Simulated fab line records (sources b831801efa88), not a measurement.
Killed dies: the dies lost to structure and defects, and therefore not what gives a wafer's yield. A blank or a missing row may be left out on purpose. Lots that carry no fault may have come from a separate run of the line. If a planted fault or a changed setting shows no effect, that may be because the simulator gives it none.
Problem report in the 8D (eight disciplines) form, filled by code + flow gf180mcu + the parts of the form that need people (team, actions taken, sign-off) are left out

== 1. WHAT IS WRONG ==
V4_CVD_02_THK at GF_V4_THK_MEAS_03 reads a mean of 710 nm on 3 wafers of 1 lot; wafers without a fault read 851 nm with a standard deviation of 12. Relative to the usual mean, that is a shift of -12 standard deviations.
The first sign was on wafer L445.2 at day 24 17:58, on film-metro-01. Wafers with a number at this step in the record: 39, from 13 lots. The rule behind "out" and "out of limits": a value lying over 4 standard deviations away from the usual mean. Any other wafer with a number is counted as sound.

== 2. WHAT IT IS; WHAT IT IS NOT ==
| question                    | is                     | is not                                                                                                                    |
|-----------------------------|------------------------|---------------------------------------------------------------------------------------------------------------------------|
| which readings at this step | V4_CVD_02_THK          | -                                                                                                                         |
| which lots                  | L445                   | L441, L442, L447, L448, L449, L452, L453, L454, L456, L461, L462, L463                                                    |
| which wafers of those lots  | all that have a number | -                                                                                                                         |
| read on which gauges        | film-metro-01          | film-metro-03, film-metro-04                                                                                              |
| when                        | from day 24 17:58      | up to then (6 sound wafers); but 30 sound wafers of L447, L448, L449, L452, L453, L454, L456, L461, L462, L463 came after |

== 3. THE SUSPECTS, EACH WITH WHAT RULES IT OUT ==
Counting: a tool at any process step up to the reading remains a suspect when it ran all the lots that are out and ran no sound lot after the first of those.
- the gauge at GF_V4_THK_MEAS_03 has been ruled out. All the wafers that are out were read on film-metro-01, but those of them that GF_V4_ETCH_17 has rows for are out there too, on other tools.
- rie-diel-01 at GF_V3_ETCH_17 (etches SiO2 in C4F8/O2/Ar, stops on TiN, target depth 635 nm): ruled out as a lasting fault. Sound lots L449, L452, L461 ran on it after its first lot that is out, L445 (day 23 17:38). GF_V3_ETCH_17: start missing for some lots; hours and lot order therefore follow GF_V3_SPUTTER_21.
- pvd-sputter-01 at GF_V3_SPUTTER_21 (material Ti, target thk 15 nm, time 80.02 s): ruled out as a lasting fault. Sound lots L448, L452, L456, L461, L462, L463 ran on it after its first lot that is out, L445 (day 23 17:38).
- pecvd-02 at GF_V4_CVD_02 (deposits SiO2 from TEOS, target thk 850 nm, time 94.851 s): kept. It ran the lot that is out, L445 (day 24 17:53), and no sound lot after that; its last sound lot up to then is L442 (day 23 12:52).
After counting, what remains is pecvd-02 at GF_V4_CVD_02.

== 4. THE CAUSE (what the simulator had put in) ==
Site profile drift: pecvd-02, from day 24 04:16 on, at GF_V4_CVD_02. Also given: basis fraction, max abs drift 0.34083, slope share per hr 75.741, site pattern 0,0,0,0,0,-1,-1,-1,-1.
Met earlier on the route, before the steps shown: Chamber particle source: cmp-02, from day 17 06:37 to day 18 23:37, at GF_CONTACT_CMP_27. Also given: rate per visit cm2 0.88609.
The count eliminated every tool but this one.

== 5. THE EFFECT CHAIN, in route order ==
Each row: a reading whose mean over the struck wafers that have a number lies more than 3 standard deviations from the usual. Readings are gone through only where the record gives a usual standard deviation; hours: the median, over the lots, of the time from a lot's start at the first step in this table giving one to that lot's start at this step; sigmas: the change measured in usual standard deviations.
| hours | step                    | reading            | usual      | on struck wafers | change | sigmas |
|-------|-------------------------|--------------------|------------|------------------|--------|--------|
| 0     | GF_V4_THK_MEAS_03       | V4_CVD_02_THK      | 851 nm     | 710              | -141   | -12    |
| -     | GF_V4_ETCH_17           | oes-product-au     | 0.863 a.u. | 0.772            | -0.091 | -20    |
| 130   | GF_PASSIVATION_PROBE_99 | killed-at-contacts | 5.2        | 173.7            | +168.5 | +65    |
| 130   | GF_PASSIVATION_PROBE_99 | killed-dies        | 46         | 208              | +162   | +21    |
| 130   | GF_PASSIVATION_PROBE_99 | killed-on-rim      | 9          | 42               | +33    | +11    |
The process steps in it:
- GF_V4_ETCH_17: etches SiO2 in C4F8/O2/Ar, stops on TiN, target depth 630 nm.
- GF_PASSIVATION_PROBE_99

== 6. HOW IT WOULD HAVE BEEN CAUGHT EARLIER ==
The first out-of-limits reading at a measuring or inspecting step in this record came at day 24 17:58, 14 hours after the fault's start at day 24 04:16.
Tool readings at GF_V4_CVD_02 with a usual standard deviation given in the record: none out on any struck wafer, hence no alarm at a limit of 4 standard deviations on them.
The start of GF_V4_CVD_02 on pecvd-02 came by day 24 17:58 for every one of the lots that are out (1). Had the tool been put on hold then, not one of them would have been saved.
